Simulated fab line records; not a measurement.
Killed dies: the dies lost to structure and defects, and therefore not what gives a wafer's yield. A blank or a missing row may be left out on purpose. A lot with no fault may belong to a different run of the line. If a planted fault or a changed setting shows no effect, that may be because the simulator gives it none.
Split-lot study	flow sfq line	27 wafers read across 5 lots, on a route 325 steps long

## ON THE SPLIT
At SFQ_TRILAYER_I5_BARC_OPEN_VIA_ETCH_200 (etches BARC in O2, target depth 125 nm, time 41.7 s), the setting time s was moved away from the recipe's 41.7 s on 12 of the 27 wafers read, by -49.3% to +57.1%. This setting was run at the recipe's value on the other wafers.

The reading comes from the split's own step.

## THE READING
KrF_of_TRILAYER_I5_LITHO_COAT_144.thk nm (the simulator's own value, which no gauge read), in nm, at SFQ_TRILAYER_I5_BARC_OPEN_VIA_ETCH_200 (etches BARC in O2, target depth 125 nm, time 41.7 s). No usual value for it is given in the file. The 15 wafers here that ran the recipe average 573.5 nm, standard deviation 0.99 nm.

wafer	tool, chamber at the split	time s as run, s	against the recipe	KrF_of_TRILAYER_I5_LITHO_COAT_144.thk nm, nm	against lot-mates on the recipe
L074.1	rie diel-01, 0	41.7	recipe	572.5	-
L074.2	rie diel-01, 2	21.58	-48.2%	598.7	+25.5
L074.3	rie diel-01, 3	21.58	-48.2%	599.4	+26.2
L074.4	rie diel-01, 1	21.58	-48.2%	596.1	+22.9
L074.5	rie diel-01, 3	41.7	recipe	573.5	-
L074.6	rie diel-01, 2	41.7	recipe	573.7	-
L077.2	rie diel-03, 1	41.7	recipe	575.1	-
L077.4	rie diel-03, 3	41.7	recipe	573.2	-
L077.6	rie diel-03, 2	41.7	recipe	574.9	-
L078.1	rie diel-03, 3	59.89	+43.6%	550.5	-21.9
L078.2	rie diel-03, 1	41.7	recipe	571.6	-
L078.3	rie diel-03, 0	59.89	+43.6%	550	-22.4
L078.4	rie diel-03, 2	41.7	recipe	573.9	-
L078.5	rie diel-03, 3	41.7	recipe	571.8	-
L078.6	rie diel-03, 0	59.89	+43.6%	549.7	-22.7
L079.1	rie diel-01, 0	65.52	+57.1%	541.9	-32.4
L079.2	rie diel-01, 3	41.7	recipe	574.2	-
L079.3	rie diel-01, 2	41.7	recipe	574.7	-
L079.4	rie diel-01, 1	65.52	+57.1%	543.8	-30.5
L079.5	rie diel-01, 1	65.52	+57.1%	544.4	-29.9
L079.6	rie diel-01, 2	41.7	recipe	573.9	-
L081.1	rie diel-02, 0	41.7	recipe	573.4	-
L081.2	rie diel-02, 1	21.13	-49.3%	599.3	+25.9
L081.3	rie diel-02, 1	21.13	-49.3%	598.1	+24.7
L081.4	rie diel-02, 0	41.7	recipe	573	-
L081.5	rie diel-02, 0	41.7	recipe	573.8	-
L081.6	rie diel-02, 1	21.13	-49.3%	600.6	+27.2

FIT RESULTS
A straight line over all 27 wafers: KrF_of_TRILAYER_I5_LITHO_COAT_144.thk nm changes by -0.524 nm for each +1% of time s; r = -1.00; the points scatter about the line by 1.1 nm.
The same after taking each lot's own level away (the mean of its wafers on the recipe; 27 wafers): -0.526 nm for each +1%; r = -1.00; scatter 0.97 nm.
On that fit, the largest move of time s shifts the reading by 30 nm.
The span of the lots' own levels, 572.43 to 574.40 nm, comes to 2.0 times the standard deviation stated above.
Hence the lot-to-lot level has little effect on the slope; both slopes agree.
Check: -29.7 nm against its lot-mates is what the line predicts for one of the wafers moved furthest among these (+57.1%) when that wafer is left out of the fit. It came out at -32.4 nm against them.
Tool readings at the split's step, against how far the setting was moved: oes product au r = -0.86.

## FURTHER SPLITS ON THESE WAFERS
These wafers also went through other splits before the reading. Each is held against what the fit with the lots' levels taken away leaves over:
other split on the same wafers	wafers away from the commonest value	r with KrF_of_TRILAYER_I5_LITHO_COAT_144.thk nm (lot level and that fit taken away)
SFQ_TRILAYER_M3_ETCH_METAL_ETCH_078 time s	9	-0.06
SFQ_TRILAYER_I4_DEP_PECVD_099 time s	12	+0.08
SFQ_TRILAYER_JJ_TRILAYER_DEP_SPUTTER_112 time s	12	+0.11
SFQ_TRILAYER_R5_DEP_SPUTTER_132 time s	9	-0.08

## THE WHOLE CHAIN: every reading that the file lists as answering this split, in the file's order
step	what it does	reading	change (the file's fit)	r (the file's)
SFQ_TRILAYER_I5_BARC_OPEN_VIA_ETCH_200	etches BARC in O2, target depth 125 nm, time 41.7 s	oes product au	not straight: 0.976 at the lowest setting, 0.686 at the recipe, 0.643 at the highest	not given
SFQ_TRILAYER_I5_BARC_OPEN_VIA_ETCH_200	etches BARC in O2, target depth 125 nm, time 41.7 s	KrF_of_TRILAYER_I5_LITHO_COAT_144.thk nm (the simulator's own value, which no gauge read)	-0.526 nm for each +1% of the setting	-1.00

## THE FILE'S OWN FIT
KrF_of_TRILAYER_I5_LITHO_COAT_144.thk nm changes by -0.526 nm for each +1% of time s, r = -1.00.
